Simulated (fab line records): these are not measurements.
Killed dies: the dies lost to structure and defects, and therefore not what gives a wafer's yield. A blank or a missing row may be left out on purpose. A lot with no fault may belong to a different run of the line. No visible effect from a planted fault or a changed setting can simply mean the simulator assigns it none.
Matching of chambers -- flow gf180mcu -- GF_V2_CMP_04 on cmp-01: 4 sister chambers
The step polishes SiO2. 7 wafers are shown with their chamber, then 7 later ones without.

WAFERS PAIRED WITH THEIR CHAMBERS
wafer,chamber,motor-current-A (A),slurry-filter-dp-kPa (kPa)
L392.4,3,12.7,13.55
L397.2,2,12.9,13.63
L403.2,0,13.1,13.48
L403.5,0,13.2,13.38
L403.6,1,10.9,13.34
L405.1,1,11.1,13.14
L405.5,2,12.2,13.51

WAFERS WHOSE CHAMBER IS MISSING
wafer,motor-current-A (A),slurry-filter-dp-kPa (kPa)
L405.6,13.1,13.18
L412.2,13.0,13.53
L412.3,10.9,13.83
L412.4,12.6,13.29
L415.2,12.6,13.30
L415.4,11.1,13.71
L415.5,11.6,13.44

WHICH CHAMBER EACH ONE RAN IN
wafer,from the rows above,in truth
L405.6,can't be placed: 0 or 3 or 2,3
L412.2,can't be placed: 3 or 0 or 2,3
L412.3,can't be placed: 1 or 2 or 3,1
L412.4,can't be placed: 0 or 3 or 2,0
L415.2,can't be placed: 0 or 3 or 2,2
L415.4,can't be placed: 1 or 2 or 3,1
L415.5,can't be placed: 1 or 2 or 3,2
Correct placement for 0 of the 7. Cannot be placed on the basis of these rows: 7; the candidates contain the true chamber in 7. 0 placed wrongly.
How it was worked out, from the rows above alone: a wafer's distance from a chamber is the root of the sum, over the readings, of the square of ((its reading less the chamber's mean) divided by the reading's scatter). The wafer belongs to the nearest chamber; if the next one is less than 2 further off, it can't be placed. Each chamber's mean is taken over the wafers shown for it. The scatter: the root of (the sum of the squares of (reading less its chamber's mean) over the shown wafers, divided by (wafers less chambers)).
